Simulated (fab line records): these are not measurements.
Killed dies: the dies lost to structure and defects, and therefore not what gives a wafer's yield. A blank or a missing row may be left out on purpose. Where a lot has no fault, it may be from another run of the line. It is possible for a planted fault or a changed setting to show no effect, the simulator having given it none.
Which tool was responsible?	flow sky130	6 lots, 18 wafers sampled, at 1 step of a route of 708

## WHAT EACH GAUGE READ, for each wafer
SKY_SD_N_RS_MEAS_17: a four-point-probe measurement.
lot	measured	on	SD_P_RS (ohm/sq)
L337	day 28 23:48	film_metro-03	147.4 147.4 147.2
L340	day 30 11:26	film_metro-02	147.1 147.1 146.9
L342	day 30 18:04	film_metro-04	147.4 147.6 147.2
L345	day 32 18:36	film_metro-02	147.0 147.1 147.3
L348	day 32 21:17	film_metro-03	147.0 146.9 147.3
L355	day 35 10:53	film_metro-04	147.8 147.3 147.1

## WHICH TOOL RAN EACH LOT (tool, then ch and the chambers of the sampled wafers, then the start)
Before these readings, the record contains no process step.

## THE ANSWER, worked out from the rows above alone
Rule: what is usual is taken from the lots themselves. Put in order of their means at a reading, lots are off if they are a third of the lots or fewer, leave a main group of 4 or more, and stand apart from it by a gap of 3 or more times the standard deviation of the main group's means; of several such gaps the widest counts. A main group is skipped when, at the precision printed for the reading in the tables above, its means are all equal. Also off: a lot with no number at a reading for which 4 or more lots have one. Any other lot the step has rows for is counted as sound.
Nothing can be told from this: no lot is off at any reading shown.

## WHAT WAS PUT IN BY THE SIMULATOR
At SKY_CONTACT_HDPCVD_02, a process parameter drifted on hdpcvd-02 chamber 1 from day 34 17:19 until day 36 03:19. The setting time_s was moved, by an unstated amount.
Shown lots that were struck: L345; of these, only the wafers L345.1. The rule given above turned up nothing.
